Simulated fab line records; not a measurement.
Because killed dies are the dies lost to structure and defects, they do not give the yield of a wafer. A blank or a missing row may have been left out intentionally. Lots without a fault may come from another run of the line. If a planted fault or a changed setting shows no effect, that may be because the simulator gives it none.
The tool behind it: which one? -- flow gf180mcu -- 6 lots with 17 wafers sampled at 3 steps, on a route of 602 steps

== WHAT THE GAUGES READ, wafer by wafer ==
GF_V4_THK_MEAS_03.
lot,measured,on,V4_CVD_02_THK (nm)
L630,day 24 13:41,film_metro-02,847 858 857
L632,day 25 13:01,film_metro-02,841 849 847
L635,day 26 05:27,film_metro-01,848 849 861
L637,day 27 09:43,film_metro-04,831 849 866
L639,day 28 03:39,film_metro-02,843 853 846
L643,day 29 05:27,film_metro-04,853 867

== WHICH TOOL RAN EACH LOT (tool, then ch and the chambers of the sampled wafers, then the start) ==
lot,GF_V2_STRIP_18,GF_V2_SPUTTER_21
L630,"plasma_asher-01 ch 0,1, day 21 10:52","pvd_sputter-03, day 21 11:26"
L632,"plasma_asher-01 ch 0,1, day 22 11:25","pvd_sputter-01, day 22 11:55"
L635,"plasma_asher-01 ch 0, day 23 05:26","pvd_sputter-01, day 23 05:59"
L637,"plasma_asher-02 ch 0,1, day 24 11:44","pvd_sputter-01, day 24 12:17"
L639,"plasma_asher-03 ch 0,1, day 25 08:11","pvd_sputter-03, day 25 08:43"
L643,"plasma_asher-02 ch 1, day 26 12:08","pvd_sputter-01, day 26 12:38"
- GF_V2_STRIP_18: strips in O2/N2.
- GF_V2_SPUTTER_21: material Ti, target thk 15 nm, time 80.02 s.

== THE ANSWER, worked out from the rows above alone ==
Rule: usual is defined by the lots themselves. Put in order of their means at a reading, lots are off if they are a third of the lots or fewer, leave a main group of 4 or more, and stand apart from it by a gap of 3 or more times the standard deviation of the main group's means; of several such gaps the widest counts. If all means in a main group match to the digits the tables above print for the reading, that group is not used. A lot without any number at a reading at which 4 lots or more have one is off too. The other lots that the step has rows for count as sound.
Nothing can be told from this: no lot is off at any reading shown.

== WHAT THE SIMULATOR HAD INSERTED ==
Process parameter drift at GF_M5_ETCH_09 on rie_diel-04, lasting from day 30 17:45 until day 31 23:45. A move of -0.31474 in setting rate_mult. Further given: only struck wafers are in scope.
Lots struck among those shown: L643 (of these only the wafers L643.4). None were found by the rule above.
